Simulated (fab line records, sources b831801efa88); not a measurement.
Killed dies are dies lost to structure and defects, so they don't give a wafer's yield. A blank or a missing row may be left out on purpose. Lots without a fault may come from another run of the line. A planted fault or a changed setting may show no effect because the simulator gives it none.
fab line records | flow sfq_line
record lots=13 wafers=39 last_day=94
route steps=325 shown I2@114
lots that met no fault: from a run of the same line without faults
start_h: hours from the record's first day to the start of the lot's first wafer shown | wait_h: hours since the lot's step before | " the same as in the row above | L1.1+2: a row that stands for several wafers | - no value, or no start given | * or withheld: withheld | < > ~ a bound
route shown NAME@n: a module of which the file shows steps, and the number in the route of the first | usual: mean/standard deviation of fault-free wafers | same: alike in all rows | chamber/n: place in a boat | sites: the reading at each site | _std_site: their standard deviation | _edge_site: outer sites' mean less inner sites' | radius_mm: how far each site lies from the wafer's centre | mask NAME#n: copy n | behind: the tool/chamber that last shaped the wafer | hold: why the lot was held/for how many hours/how that ended | device: the transistor (n, p or np) that didn't switch | end of line: the same wafers' tests at the end of the route | a step without rows: its recipe alone | killed: dies lost to structure and defects at the first sort, not the wafer's yield | map: a wafer's dies, x killed, . not, _ none there
set.NAME: the setting as run; set.NAME@STEP: as run at that earlier step | model.NAME: the simulator's own value behind a step, which no gauge read
steps of the route over a sample of lots; a table a step, a row a wafer
services: from which hour (start_h, from the record's first day; less than 0 if before it) a tool's chamber was out of use, for how many hours, and why
## steps
# step SFQ_TRILAYER_I2_VIA_BARC_OPEN_VIA_ETCH_096
# recipe mask_material=PR chemistry=O2 target_depth_nm=125 target=BARC source_w=500 bias_w=80 pressure_mtorr=30 time_s=41.7
# usual drypump_motor_current_A=5.4/0.4 oes_product_au=0.684/0.0048 run_length_s=70.2/0.43
# columns lot.wafer tool chamber start_h wait_h drypump_motor_current_A oes_product_au rf_hours_counter_h run_length_s
L849.1 rie_diel-01 0 878.22 0.0 5.6 0.680 3 70.7
L849.4 " 3 " " 5.6 0.677 2 70.7
L849.5 " 0 " " 5.6 0.689 - 71.2
L850.1 rie_diel-03 3 890.22 0.0 5.2 0.679 5 70.5
L850.4 " 1 " " 5.6 0.684 5 70.4
L850.6 " 2 " " 5.7 0.684 - 70.7
L853.1 rie_diel-02 2 923.99 0.0 5.0 0.683 5 69.7
L853.3 " 0 " " 5.6 0.686 5 70.4
L853.6 " 0 " " 5.6 0.687 - 70.9
L855.1 rie_diel-02 3 949.19 0.0 4.9 0.681 13 69.9
L855.3 " 1 " " 4.9 0.686 10 70.1
L855.5 " 2 " " 5.0 0.723 - 66.8
L862.1 rie_diel-01 0 1028.64 0.0 5.6 0.687 5 71.1
L862.2 " 3 " " 5.6 0.678 5 70.8
L862.3 " 2 " " 6.3 0.680 6 69.7
L863.3 rie_diel-01 0 1040.14 0.0 5.7 0.692 5 70.9
L863.5 " 2 " " 6.3 0.705 - 69.6
L863.6 " 0 " " 5.7 0.680 - 70.7
L865.1 rie_diel-02 0 1055.74 0.0 5.6 0.694 7 70.1
L865.2 " 3 " " 4.9 0.684 15 69.9
L865.6 " 2 " " 5.0 0.684 - 69.6
L866.1 rie_diel-03 0 1080.94 0.0 5.5 0.687 19 70.0
L866.4 " 1 " " 5.6 0.683 9 70.6
L866.5 " 2 " " 5.7 0.678 - 70.4
L867.2 rie_diel-02 0 1084.04 0.0 5.6 0.682 7 70.1
L867.4 " 2 " " 5.0 0.689 8 69.8
L867.6 " 2 " " 5.0 0.687 - 69.9
L868.1 rie_diel-03 0 1085.24 0.0 5.6 0.683 19 69.8
L868.3 " 2 " " 5.7 0.682 7 69.9
L868.4 " 3 " " 5.3 0.679 9 70.6
L869.3 rie_diel-02 2 1093.77 0.0 5.0 0.692 8 70.3
L869.5 " 2 " " 5.0 0.684 - 70.1
L869.6 " 0 " " 5.6 0.676 - 70.1
L870.2 rie_diel-01 1 1097.37 0.0 5.3 0.688 8 70.2
L870.3 " 0 " " 5.7 0.688 6 71.1
L870.4 " 2 " " 6.3 0.681 7 70.1
L871.1 rie_diel-03 1 1102.17 0.0 5.6 0.674 9 70.7
L871.2 " 3 " " 5.3 0.682 9 70.7
L871.3 " 2 " " 5.7 0.682 7 70.4
## services
# columns tool chamber start_h hours kind
rie_diel-01 3 862.95 7.4 repair
rie_diel-02 - 879.06 0.3 repair
rie_diel-01 3 900.31 2.3 repair
rie_diel-02 - 907.98 2.8 pm
rie_diel-02 2 918.51 3.5 repair
rie_diel-03 1 918.90 1.4 repair
rie_diel-02 0 946.62 3.6 repair
rie_diel-01 3 950.79 5.4 repair
rie_diel-02 1 973.12 5.3 repair
rie_diel-01 3 1005.07 3.9 repair
rie_diel-03 - 1023.59 0.1 repair
rie_diel-01 3 1034.80 13.9 repair
rie_diel-03 0 1042.68 3.1 repair
rie_diel-02 1 1085.83 11.2 repair
## key
first_sign step=SFQ_TRILAYER_I2_VIA_BARC_OPEN_VIA_ETCH_096 reading=oes_product_au direction=up sigmas=8.1 usual=0.684 struck=0.723
effect step=SFQ_TRILAYER_I2_VIA_BARC_OPEN_VIA_ETCH_096 reading=run_length_s direction=down sigmas=7.9 usual=* struck=*
met_at SFQ_TRILAYER_I2_VIA_BARC_OPEN_VIA_ETCH_096
struck_lots L855
struck_wafers L855.5
onset_between 923.99 949.19
fault kind=process_parameter_drift tool=rie_diel-02 chamber=2 onset_h=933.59 steps=SFQ_TRILAYER_I2_VIA_BARC_OPEN_VIA_ETCH_096 channel=time_s offset=* shape=step end_h=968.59 acts_in=* stated=*
